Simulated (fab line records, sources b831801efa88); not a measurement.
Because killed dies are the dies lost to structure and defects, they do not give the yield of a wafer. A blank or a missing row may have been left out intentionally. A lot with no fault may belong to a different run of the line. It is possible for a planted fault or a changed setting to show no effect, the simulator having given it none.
Matching of chambers ; flow sky130 ; 4 sister chambers for SKY_VIA2_CMP_02 on cmp-02
The step polishes SiO2. 8 wafers are shown with their chamber, then 7 later ones without.

== WAFERS WITH THEIR CHAMBER ==
wafer;chamber;motorCurrentA (A)
L128.5;2;11.4
L128.6;3;12.4
L130.4;3;12.3
L130.6;0;11.1
L136.1;2;12.0
L136.4;0;11.3
L137.4;1;10.1
L137.5;1;10.4

== WAFERS MISSING THEIR CHAMBER ==
wafer;motorCurrentA (A)
L137.6;11.8
L148.2;12.9
L148.4;11.4
L148.5;11.7
L147.3;12.0
L147.4;10.7
L147.5;11.0

== CHAMBER TAKEN BY EACH ==
wafer;from the rows above;in truth
L137.6;can't be placed: 2 or 3 or 0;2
L148.2;3;3
L148.4;can't be placed: 0 or 2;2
L148.5;can't be placed: 2 or 0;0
L147.3;can't be placed: 2 or 3 or 0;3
L147.4;can't be placed: 1 or 0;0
L147.5;can't be placed: 0 or 2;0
Correct placement for 1 of the 7. Can't be placed from these rows: 6 (the true chamber is among the candidates in 6). 0 placed wrongly.
How it was worked out, from the rows above alone: a wafer's distance from a chamber is the root of the sum, over the readings, of the square of ((its reading less the chamber's mean) divided by the reading's scatter). If the next closest chamber is less than 2 further off than the closest, the wafer can't be placed; otherwise it belongs to the closest. A chamber's mean is the mean of its shown wafers. The scatter: take each reading less its chamber's mean, square it, sum over the shown wafers, divide by the number of wafers less the number of chambers, and take the root.
